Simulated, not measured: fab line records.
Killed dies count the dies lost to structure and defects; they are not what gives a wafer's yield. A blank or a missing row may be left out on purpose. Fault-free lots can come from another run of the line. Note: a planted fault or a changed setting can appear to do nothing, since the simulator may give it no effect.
Matching of chambers :: flow gf180mcu :: GF_V4_CMP_26 on cmp-01: 4 sister chambers
The step polishes, stops on SiO2, t overpolish 15 s, target thk 0 nm. 7 wafers are shown with their chamber, then 7 later ones without.

EACH WAFER AND ITS CHAMBER
wafer: L745.5
chamber: 1
motor current A (A): 10.4
head pressure psi (psi): 3.510

wafer: L754.1
chamber: 3
motor current A (A): 9.5
head pressure psi (psi): 3.500

wafer: L754.2
chamber: 0
motor current A (A): 10.8
head pressure psi (psi): 3.496

wafer: L758.4
chamber: 0
motor current A (A): 10.6
head pressure psi (psi): 3.489

wafer: L758.5
chamber: 2
motor current A (A): 12.1
head pressure psi (psi): 3.492

wafer: L762.1
chamber: 3
motor current A (A): 10.4
head pressure psi (psi): 3.501

wafer: L762.2
chamber: 2
motor current A (A): 13.1
head pressure psi (psi): 3.491

WAFERS WHOSE CHAMBER IS MISSING
wafer: L762.5
motor current A (A): 10.6
head pressure psi (psi): 3.502

wafer: L765.2
motor current A (A): 10.4
head pressure psi (psi): 3.507

wafer: L765.3
motor current A (A): 12.9
head pressure psi (psi): 3.494

wafer: L765.6
motor current A (A): 11.1
head pressure psi (psi): 3.501

wafer: L768.2
motor current A (A): 10.2
head pressure psi (psi): 3.500

wafer: L768.5
motor current A (A): 11.3
head pressure psi (psi): 3.495

wafer: L768.6
motor current A (A): 10.1
head pressure psi (psi): 3.513

CHAMBER TAKEN BY EACH
wafer: L762.5
from the rows above: can't be placed: 3 or 1 or 0
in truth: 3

wafer: L765.2
from the rows above: can't be placed: 1 or 3
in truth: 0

wafer: L765.3
from the rows above: 2
in truth: 2

wafer: L765.6
from the rows above: can't be placed: 3 or 0 or 1
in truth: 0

wafer: L768.2
from the rows above: 3
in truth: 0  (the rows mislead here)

wafer: L768.5
from the rows above: can't be placed: 0 or 2 or 3
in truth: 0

wafer: L768.6
from the rows above: 1
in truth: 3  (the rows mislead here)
Correctly placed: 1 of 7. Can't be placed from these rows: 4 (the true chamber is among the candidates in 3). Placed wrongly: 2.
How it was worked out, from the rows above alone: a wafer's distance from a chamber is the root of the sum, over the readings, of the square of ((its reading less the chamber's mean) divided by the reading's scatter). The wafer belongs to the nearest chamber; if the next one is less than 2 further off, it can't be placed. A chamber's mean is the mean of its shown wafers. The scatter: take each reading less its chamber's mean, square it, sum over the shown wafers, divide by the number of wafers less the number of chambers, and take the root.
